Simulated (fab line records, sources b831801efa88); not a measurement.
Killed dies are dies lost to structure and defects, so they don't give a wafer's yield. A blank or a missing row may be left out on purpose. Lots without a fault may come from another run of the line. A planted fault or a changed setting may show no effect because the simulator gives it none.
One fault seen from 2 desks | flow sky130 | each desk has only its own numbers; what lay behind them comes last

THE TOOL OWNER'S DESK: plasma_asher-03
The tool's own readings at SKY_METAL1_STRIP_20 (strips in O2/N2): means of the sampled wafers that have a number, for each lot that ran on this tool. A lot is out of limits, marked OUT, if its mean lies more than 4 standard deviations from the usual mean; the brackets give that distance.
Columns: A = drypump_motor_current_A at SKY_METAL1_STRIP_20, usual 5.8 A; B = oes_product_au at SKY_METAL1_STRIP_20, usual 0.343 a.u.; C = strip_time_to_endpoint_s at SKY_METAL1_STRIP_20, usual 2.69 s
lot  | first seen here | A   | B     | C
L239 | day 33 09:25    | 6.2 | 0.342 | 2.68
L241 | day 34 04:18    | 6.2 | 0.346 | 2.71
L242 | day 34 16:32    | 6.2 | 0.342 | 2.63
L245 | day 35 11:43    | 6.2 | 0.339 | 2.66
L253 | day 38 02:37    | 6.2 | 0.344 | 2.64
L257 | day 39 02:35    | 6.2 | 0.346 | 2.68
L258 | day 39 08:31    | 6.2 | 0.342 | 2.73
This desk's finding: nothing out of limits on any of the 7 lots.

THE METROLOGY DESK
What the gauges read, lot by lot, whatever tool the lot ran on: means of the sampled wafers that have a number. A lot is out of limits, marked OUT, if its mean lies more than 4 standard deviations from the usual mean; the brackets give that distance.
Columns: A = CAP2M_OVL at SKY_CAP2M_OVL_MEAS_12, usual -0.3 nm
lot  | first seen here | A
L238 | day 40 17:47    | 1.0
L239 | day 40 23:56    | -1.3
L241 | day 41 19:10    | -0.7
L242 | day 42 06:53    | -0.2
L244 | day 42 17:24    | -2.3
L245 | day 43 01:45    | 1.8
L248 | day 44 04:31    | 0.7
L252 | day 45 08:10    | -0.5
L253 | day 45 13:58    | 0.2
L257 | day 46 09:18    | -0.4
L258 | day 46 12:03    | 0.3
L259 | day 46 17:19    | -1.0
This desk's finding: nothing out of limits on any of the 12 lots.

PUT TOGETHER
The tool owner's desk saw nothing out of limits.
The metrology desk saw nothing out of limits.

WHAT THE SIMULATOR HAD PUT IN
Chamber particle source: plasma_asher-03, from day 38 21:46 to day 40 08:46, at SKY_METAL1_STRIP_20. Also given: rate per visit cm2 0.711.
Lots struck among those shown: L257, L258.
